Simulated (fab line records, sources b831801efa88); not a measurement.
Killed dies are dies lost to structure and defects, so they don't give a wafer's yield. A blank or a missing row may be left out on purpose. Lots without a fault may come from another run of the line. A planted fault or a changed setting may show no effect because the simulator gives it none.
fab line records | flow sky130
record lots=11 wafers=33 last_day=50
route steps=708 shown SONOS_ONO@181 GATE_OXIDE@189 POLY_GATE@218 LDD_N@245 PAD_OPEN@708
lots that met no fault: from a run of the same line without faults
start_h: hours from the record's first day to the start of the lot's first wafer shown | wait_h: hours since the lot's step before | " the same as in the row above | L1.1+2: a row that stands for several wafers | - no value, or no start given | * or withheld: withheld | < > ~ a bound
route shown NAME@n: a module of which the file shows steps, and the number in the route of the first | usual: mean/standard deviation of fault-free wafers | same: alike in all rows | chamber/n: place in a boat | sites: the reading at each site | _std_site: their standard deviation | _edge_site: outer sites' mean less inner sites' | radius_mm: how far each site lies from the wafer's centre | mask NAME#n: copy n | behind: the tool/chamber that last shaped the wafer | hold: why the lot was held/for how many hours/how that ended | device: the transistor (n, p or np) that didn't switch | end of line: the same wafers' tests at the end of the route | a step without rows: its recipe alone | killed: dies lost to structure and defects at the first sort, not the wafer's yield | map: a wafer's dies, x killed, . not, _ none there
set.NAME: the setting as run; set.NAME@STEP: as run at that earlier step | model.NAME: the simulator's own value behind a step, which no gauge read
steps of the route over a sample of lots; a table a step, a row a wafer
services: from which hour (start_h, from the record's first day; less than 0 if before it) a tool's chamber was out of use, for how many hours, and why
## steps
# step SKY_SONOS_ONO_CD_MEAS_13
# recipe target_cd_nm=410
# usual cd_nm=410.7/2.3
# columns lot.wafer tool chamber start_h wait_h cd_nm
L653.1 cd_sem-01 - 291.87 0.1 414.7
L653.2 " - " " 414.6
L653.4 " - " " 411.8
L658.1 cd_sem-01 - 339.77 0.1 410.0
L658.3 " - " " 410.9
L658.5 " - " " 411.0
L662.1 cd_sem-01 - 379.98 0.1 407.3
L662.2 " - " " 406.9
L662.3 " - " " 406.8
L663.2 cd_sem-02 - 391.30 0.1 410.8
L663.4 " - " " 412.8
L663.6 " - " " 413.2
L666.1 cd_sem-01 - 404.52 0.1 408.0
L666.3 " - " " 408.0
L666.4 " - " " 407.7
L667.1 cd_sem-02 - 411.72 0.1 406.8
L667.4 " - " " 409.3
L667.6 " - " " 408.4
L668.3 cd_sem-02 - 429.22 0.1 412.2
L668.5 " - " " 410.9
L668.6 " - " " 412.6
L669.1 cd_sem-01 - 435.88 0.1 413.6
L669.3 " - " " 412.9
L669.6 " - " " 412.3
L671.1 cd_sem-02 - 448.73 0.1 413.3
L671.2 " - " " 413.7
L671.3 " - " " 412.9
L672.2 cd_sem-02 - 456.70 0.1 411.3
L672.3 " - " " 409.5
L672.4 " - " " 410.7
L674.1 cd_sem-01 - 475.03 0.1 409.3
L674.4 " - " " 410.2
L674.6 " - " " 411.7
# step SKY_GATE_OXIDE_THK_MEAS_02
# recipe reads=SiO2_of_GATE_OXIDE_OXIDATION_01
# usual GATE_OXIDE_OXIDATION_00_THK=10.32/0.17
# columns lot.wafer tool chamber start_h wait_h GATE_OXIDE_OXIDATION_00_THK[nm]
L653.1 film_metro-02 - 293.84 0.0 10.22
L653.2 " - " " 10.22
L653.4 " - " " 10.28
L658.1 film_metro-01 - 342.69 0.0 10.67
L658.3 " - " " 10.51
L658.5 " - " " 10.54
L662.1 film_metro-01 - 383.49 0.0 10.16
L662.2 " - " " 10.10
L662.3 " - " " 10.03
L663.2 film_metro-02 - 395.52 0.0 10.61
L663.4 " - " " 10.46
L663.6 " - " " 10.52
L666.1 film_metro-02 - 407.31 0.0 10.48
L666.3 " - " " 10.38
L666.4 " - " " 10.35
L667.1 film_metro-01 - 413.60 0.0 10.33
L667.4 " - " " 10.24
L667.6 " - " " 10.29
L668.3 film_metro-04 - 431.10 0.0 10.49
L668.5 " - " " 10.40
L668.6 " - " " 10.55
L669.1 film_metro-02 - 437.77 0.0 10.09
L669.3 " - " " 10.19
L669.6 " - " " 10.20
L671.1 film_metro-02 - 450.75 0.0 10.03
L671.2 " - " " 10.07
L671.3 " - " " 10.23
L672.2 film_metro-02 - 458.57 0.0 10.38
L672.3 " - " " 10.33
L672.4 " - " " 10.47
L674.1 film_metro-04 - 476.93 0.0 10.50
L674.4 " - " " 10.24
L674.6 " - " " 10.24
# step SKY_POLY_GATE_THK_MEAS_04
# recipe reads=Si3N4_of_POLY_GATE_CVD_03
# usual POLY_GATE_CVD_03_THK=75.0/0.76
# columns lot.wafer tool chamber start_h wait_h POLY_GATE_CVD_03_THK[nm]
L653.1 film_metro-01 - 355.10 0.0 75.3
L653.2 " - " " 74.4
L653.4 " - " " 75.1
L658.1 film_metro-03 - 406.94 0.0 74.6
L658.3 " - " " 74.5
L658.5 " - " " 74.0
L662.1 film_metro-03 - 448.39 0.0 76.0
L662.2 " - " " 76.1
L662.3 " - " " 75.9
L663.2 film_metro-01 - 461.81 0.0 75.6
L663.4 " - " " 75.9
L663.6 " - " " 75.8
L666.1 film_metro-01 - 476.34 0.0 75.4
L666.3 " - " " 75.5
L666.4 " - " " 75.9
L667.1 film_metro-04 - 479.99 0.0 76.1
L667.4 " - " " 76.4
L667.6 " - " " 76.6
L668.3 film_metro-01 - 498.69 0.0 75.2
L668.5 " - " " 75.5
L668.6 " - " " 75.7
L669.1 film_metro-03 - 507.74 0.0 75.7
L669.3 " - " " 75.6
L669.6 " - " " 75.8
L671.1 film_metro-04 - 518.09 0.0 75.5
L671.2 " - " " 75.3
L671.3 " - " " 75.0
L672.2 film_metro-01 - 526.53 0.0 74.5
L672.3 " - " " 74.3
L672.4 " - " " 74.5
L674.1 film_metro-04 - 544.59 0.0 75.3
L674.4 " - " " 75.1
L674.6 " - " " 75.3
# step SKY_LDD_N_IMPLANT_08
# recipe species=As energy_kev=20 dose_cm2=7.5e+13 tilt_deg=withheld rotation_deg=23
# usual beam_on_s=10.00/0.19 dose_ions_cm2=7.501e+13/7.3e+10 faraday_current_uA=423/7.8
# columns lot.wafer tool chamber start_h wait_h beam_on_s dose_ions_cm2 faraday_current_uA
L653.1 implanter-01 0 416.07 0.0 10.09 7.487e+13 420
L653.2 " 0 " " 10.24 7.501e+13 413
L653.4 " 0 " " 10.16 7.497e+13 417
L658.1 implanter-01 0 471.41 0.0 9.88 7.493e+13 427
L658.3 " 0 " " 9.98 7.494e+13 422
L658.5 " 0 " " 10.03 7.488e+13 420
L662.1 implanter-04 0 513.16 0.0 17.42 1.4698e+14 475
L662.2 " 0 " " 17.84 1.4681e+14 466
L662.3 " 0 " " 17.28 1.4687e+14 478
L663.2 implanter-04 0 525.94 0.0 16.78 1.4696e+14 492
L663.4 " 0 " " 17.40 1.4697e+14 476
L663.6 " 0 " " 16.97 1.4698e+14 487
L666.1 implanter-03 0 539.92 0.0 10.20 7.505e+13 416
L666.3 " 0 " " 9.80 7.51e+13 431
L666.4 " 0 " " 10.53 7.509e+13 403
L667.1 implanter-03 0 544.26 0.0 9.66 7.506e+13 435
L667.4 " 0 " " 10.19 7.509e+13 415
L667.6 " 0 " " 10.19 7.506e+13 413
L668.3 implanter-01 0 559.97 0.1 9.86 7.506e+13 428
L668.5 " 0 " " 9.97 7.509e+13 423
L668.6 " 0 " " 9.90 7.504e+13 428
L669.1 implanter-01 0 568.92 0.0 9.75 7.503e+13 435
L669.3 " 0 " " 10.03 7.508e+13 419
L669.6 " 0 " " 10.06 7.501e+13 420
L671.1 implanter-03 0 575.66 0.0 10.01 7.508e+13 424
L671.2 " 0 " " 10.25 7.505e+13 414
L671.3 " 0 " " 9.88 7.511e+13 431
L672.2 implanter-04 0 586.04 0.0 9.75 7.487e+13 434
L672.3 " 0 " " 10.24 7.502e+13 414
L672.4 " 0 " " 10.05 7.495e+13 422
L674.1 implanter-01 0 603.36 0.0 9.66 7.499e+13 437
L674.4 " 0 " " 10.16 7.494e+13 415
L674.6 " 0 " " 10.02 7.497e+13 420
# step SKY_LDD_N_STRIP_16
# recipe chemistry=O2/N2 power_w=1400 pressure_mtorr=1500 platen_temp_c=withheld o2_flow_sccm=3000 n2_flow_sccm=300 overash_fraction=0.5
# usual drypump_motor_current_A=5.8/0.55 oes_product_au=0.407/0.0048 strip_time_to_endpoint_s=4.321/0.014
# columns lot.wafer tool chamber start_h wait_h drypump_motor_current_A oes_product_au rf_hours_counter_h strip_time_to_endpoint_s
L653.1 plasma_asher-01 1 421.10 0.1 5.5 0.406 74 4.335
L653.2 " 0 " " 5.2 0.396 74 4.313
L653.4 " 0 " " 5.2 0.408 - 4.320
L658.1 plasma_asher-02 0 472.61 0.1 6.3 0.411 33 4.317
L658.3 " 0 " " 6.3 0.410 - 4.321
L658.5 " 1 " " 5.8 0.405 - 4.323
L662.1 plasma_asher-02 0 514.36 0.1 6.3 0.413 37 4.516
L662.2 " 1 " " 5.9 0.409 37 4.531
L662.3 " 1 " " 5.9 0.402 - 4.515
L663.2 plasma_asher-02 1 527.11 0.1 5.9 0.403 38 4.511
L663.4 " 1 " " 5.9 0.406 - 4.512
L663.6 " 0 " " 6.3 0.409 - 4.529
L666.1 plasma_asher-04 0 541.12 0.1 6.8 0.400 74 4.321
L666.3 " 1 " " 5.3 0.402 - 4.339
L666.4 " 0 " " 6.8 0.404 - 4.327
L667.1 plasma_asher-02 0 545.46 0.1 6.3 0.396 40 4.311
L667.4 " 1 " " 5.9 0.397 - 4.326
L667.6 " 1 " " 5.9 0.405 - 4.313
L668.3 plasma_asher-02 1 561.15 0.1 5.9 0.409 - 4.332
L668.5 " 0 " " 6.3 0.410 - 4.318
L668.6 " 1 " " 5.9 0.400 - 4.318
L669.1 plasma_asher-01 1 570.12 0.1 5.5 0.402 14 4.305
L669.3 " 1 " " 5.5 0.409 - 4.289
L669.6 " 1 " " 5.5 0.407 - 4.298
L671.1 plasma_asher-01 0 576.86 0.1 5.2 0.408 15 4.293
L671.2 " 1 " " 5.5 0.403 15 4.310
L671.3 " 1 " " 5.5 0.410 - 4.313
L672.2 plasma_asher-04 1 587.22 0.1 5.3 0.408 78 4.314
L672.3 " 0 " " 6.8 0.402 - 4.291
L672.4 " 1 " " 5.3 0.405 - 4.294
L674.1 plasma_asher-02 0 604.56 0.1 6.3 0.412 46 4.344
L674.4 " 1 " " 5.9 0.407 - 4.336
L674.6 " 1 " " 5.9 0.415 - 4.346
# step SKY_LDD_N_TW_MEAS_17
# usual LDD_N_TW=2559/17
# columns lot.wafer tool chamber start_h wait_h LDD_N_TW
L653.1 film_metro-01 - 421.20 0.1 2535
L653.2 " - " " 2538
L653.4 " - " " 2524
L658.1 film_metro-01 - 472.71 0.1 2552
L658.3 " - " " 2554
L658.5 " - " " 2544
L662.1 film_metro-03 - 514.46 0.1 2646
L662.2 " - " " 2654
L662.3 " - " " 2656
L663.2 film_metro-01 - 527.22 0.1 2648
L663.4 " - " " 2674
L663.6 " - " " 2652
L666.1 film_metro-02 - 541.22 0.1 2567
L666.3 " - " " 2577
L666.4 " - " " 2572
L667.1 film_metro-01 - 545.56 0.1 2544
L667.4 " - " " 2544
L667.6 " - " " 2535
L668.3 film_metro-02 - 561.24 0.1 2576
L668.5 " - " " 2569
L668.6 " - " " 2582
L669.1 film_metro-03 - 570.22 0.1 2533
L669.3 " - " " 2542
L669.6 " - " " 2537
L671.1 film_metro-01 - 576.96 0.1 2525
L671.2 " - " " 2552
L671.3 " - " " 2533
L672.2 film_metro-01 - 587.33 0.1 2545
L672.3 " - " " 2534
L672.4 " - " " 2539
L674.1 film_metro-02 - 604.66 0.1 2587
L674.4 " - " " 2580
L674.6 " - " " 2576
# step SKY_PAD_OPEN_PROBE_99
# usual killed_at_M0_to_M3=43/6.6 killed_at_M4_up=3.2/1.9 killed_at_contacts=25/5.3 killed_at_front_end=16/4.5 killed_at_other=0.3/0.63 killed_dies=87/8.9 killed_open=48/7.9 killed_short=39/5.3
# same gross_dies=492 killed_at_back_side=0
# columns lot.wafer tool chamber start_h wait_h killed_at_M0_to_M3 killed_at_M4_up killed_at_contacts killed_at_front_end killed_at_other killed_dies killed_open killed_short
L663.2 prober-02 - 1154.15 0.1 32 3 8 13 1 57 26 30
L663.4 prober-02 - 1154.25 0.2 48 4 17 20 0 89 52 37
L663.6 prober-02 - 1154.35 0.2 53 0 19 16 0 88 54 34
L666.1 prober-02 - 1160.19 0.1 35 5 30 17 0 87 50 36
L666.3 prober-02 - 1160.29 0.2 55 3 22 25 0 105 57 46
L666.4 prober-02 - 1160.34 0.2 38 5 29 14 0 86 50 34
L667.1 prober-01 - 1172.00 0.1 59 5 27 17 0 108 58 50
L667.4 prober-01 - 1172.15 0.2 42 2 28 17 1 90 53 37
L667.6 prober-01 - 1172.25 0.2 44 6 24 10 0 84 50 34
L668.3 prober-02 - 1175.18 0.2 51 6 30 15 0 102 62 40
L668.5 prober-02 - 1175.28 0.2 46 4 24 18 0 92 49 43
L668.6 prober-02 - 1175.33 0.2 36 3 23 12 0 74 36 38
# killed by level:class
L663.2 VIA1:geometric_particle:open=8 METAL1:geometric_particle:short=4 METAL2:geometric_particle:short=4 VIA2:geometric_particle:open=4 VIA3:geometric_particle:open=4 SONOS_ONO:geometric_particle:short=3 LI_CONTACT:geometric_particle:open=3 CONTACT:geometric_particle:short=3
L663.4 VIA1:geometric_particle:open=13 VIA2:geometric_particle:open=8 LI_CONTACT:geometric_particle:open=7 CONTACT:geometric_particle:open=7 METAL2:geometric_particle:short=5 FIELD_ISO:geometric_particle:open=4 SPACER:geometric_particle:short=4 VIA1:geometric_particle:short=4
L663.6 VIA3:geometric_particle:open=12 VIA1:geometric_particle:open=12 CONTACT:geometric_particle:open=8 POLY_GATE:geometric_particle:open=7 VIA1:geometric_particle:short=6 CONTACT:geometric_particle:short=5 METAL1:geometric_particle:short=4 METAL2:geometric_particle:short=4
L666.1 CONTACT:geometric_particle:open=11 FIELD_ISO:geometric_particle:open=7 LI_CONTACT:geometric_particle:open=7 VIA1:geometric_particle:open=6 VIA1:geometric_particle:short=6 CONTACT:geometric_particle:short=5 METAL2:geometric_particle:short=5 FIELD_ISO:geometric_particle:short=4
L666.3 VIA1:geometric_particle:open=10 VIA2:geometric_particle:open=9 VIA3:geometric_particle:open=9 FIELD_ISO:geometric_particle:open=8 FIELD_ISO:geometric_particle:short=7 CONTACT:geometric_particle:open=7 METAL2:geometric_particle:short=7 CONTACT:geometric_particle:short=6
L666.4 CONTACT:geometric_particle:open=13 METAL2:geometric_particle:short=7 LI_CONTACT:geometric_particle:open=6 POLY_GATE:geometric_particle:open=5 VIA1:geometric_particle:open=5 CONTACT:geometric_particle:short=5 VIA2:geometric_particle:open=5 FIELD_ISO:geometric_particle:open=4
L667.1 VIA1:geometric_particle:open=11 VIA1:geometric_particle:short=9 VIA3:geometric_particle:open=9 LI_CONTACT:geometric_particle:open=8 VIA2:geometric_particle:open=8 CONTACT:geometric_particle:open=7 METAL1:geometric_particle:short=6 POLY_GATE:geometric_particle:open=5
L667.4 VIA1:geometric_particle:open=11 CONTACT:geometric_particle:open=8 VIA2:geometric_particle:open=7 VIA2:geometric_particle:short=6 LI_CONTACT:geometric_particle:open=6 POLY_GATE:geometric_particle:open=5 CONTACT:geometric_particle:short=5 VIA1:geometric_particle:short=5
L667.6 VIA1:geometric_particle:open=15 CONTACT:geometric_particle:open=10 VIA3:geometric_particle:open=9 METAL4:geometric_particle:short=5 LI_CONTACT:geometric_particle:open=5 VIA3:geometric_particle:short=5 LI_CONTACT:geometric_particle:short=4 CONTACT:geometric_particle:short=4
L668.3 VIA1:geometric_particle:open=17 CONTACT:geometric_particle:open=12 LI_CONTACT:geometric_particle:open=8 METAL1:geometric_particle:short=8 VIA3:geometric_particle:open=5 METAL2:geometric_particle:short=5 METAL2:geometric_particle:open=4 LOCAL_INTERCONNECT:geometric_particle:short=4
L668.5 VIA2:geometric_particle:open=11 CONTACT:geometric_particle:short=7 LOCAL_INTERCONNECT:geometric_particle:short=6 CONTACT:geometric_particle:open=6 VIA1:geometric_particle:open=6 VIA3:geometric_particle:open=6 VIA1:geometric_particle:short=5 METAL1:geometric_particle:short=5
L668.6 CONTACT:geometric_particle:open=7 VIA1:geometric_particle:open=7 VIA2:geometric_particle:open=7 LOCAL_INTERCONNECT:geometric_particle:short=6 LI_CONTACT:geometric_particle:open=5 VIA1:geometric_particle:short=5 VIA2:geometric_particle:short=4 METAL2:geometric_particle:short=4
## services
# columns tool chamber start_h hours kind
implanter-01 - 399.68 3.1 pm
implanter-03 - 415.68 1.4 repair
plasma_asher-02 - 419.64 7.3 repair
plasma_asher-01 - 421.25 9.0 pm
plasma_asher-01 0 421.25 9.0 vent_cycle
plasma_asher-01 1 421.25 9.0 vent_cycle
implanter-04 - 421.80 1.0 repair
implanter-04 - 423.51 0.6 repair
plasma_asher-01 0 430.25 - clean
plasma_asher-01 1 430.25 - clean
implanter-01 - 442.33 9.2 repair
plasma_asher-02 - 459.94 0.8 repair
implanter-04 - 463.20 4.8 pm
implanter-03 - 466.57 2.0 repair
plasma_asher-02 - 468.12 1.2 repair
implanter-03 - 470.46 4.5 pm
plasma_asher-04 - 472.09 0.7 repair
implanter-04 - 480.32 1.4 repair
implanter-01 - 501.31 1.6 repair
plasma_asher-02 - 557.85 1.2 repair
implanter-03 - 566.98 8.6 pm
implanter-03 - 577.95 3.3 pm
implanter-01 - 590.90 3.7 repair
plasma_asher-04 - 603.06 2.8 pm
## key
first_sign step=SKY_LDD_N_IMPLANT_08 reading=dose_ions_cm2 direction=up sigmas=99+ usual=* struck=*
effect step=SKY_LDD_N_IMPLANT_08 reading=beam_on_s direction=up sigmas=38 usual=10.00 struck=17.28
effect step=SKY_LDD_N_STRIP_16 reading=strip_time_to_endpoint_s direction=up sigmas=14 usual=* struck=*
effect step=SKY_LDD_N_TW_MEAS_17 reading=LDD_N_TW direction=up sigmas=5.6 usual=2559 struck=2655
met_at SKY_LDD_N_IMPLANT_08
struck_lots L662,L663
tester_left_out L662,L663
not_acting_at SKY_SONOS_ONO_CD_MEAS_13,SKY_GATE_OXIDE_THK_MEAS_02,SKY_POLY_GATE_THK_MEAS_04
fault kind=process_parameter_drift tool=implanter-04 chamber=- onset_h=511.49 steps=SKY_LDD_N_IMPLANT_08 channel=dose_cm2 offset=* shape=step end_h=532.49 acts_in=* stated=*
# tester_left_out: of these lots the tester's yield and bins aren't shown, on N5 and GAA mostly nor the transistor test; their killed dies are dies lost to structure and defects alone, not to doping, threshold or leakage, so they don't give the yield
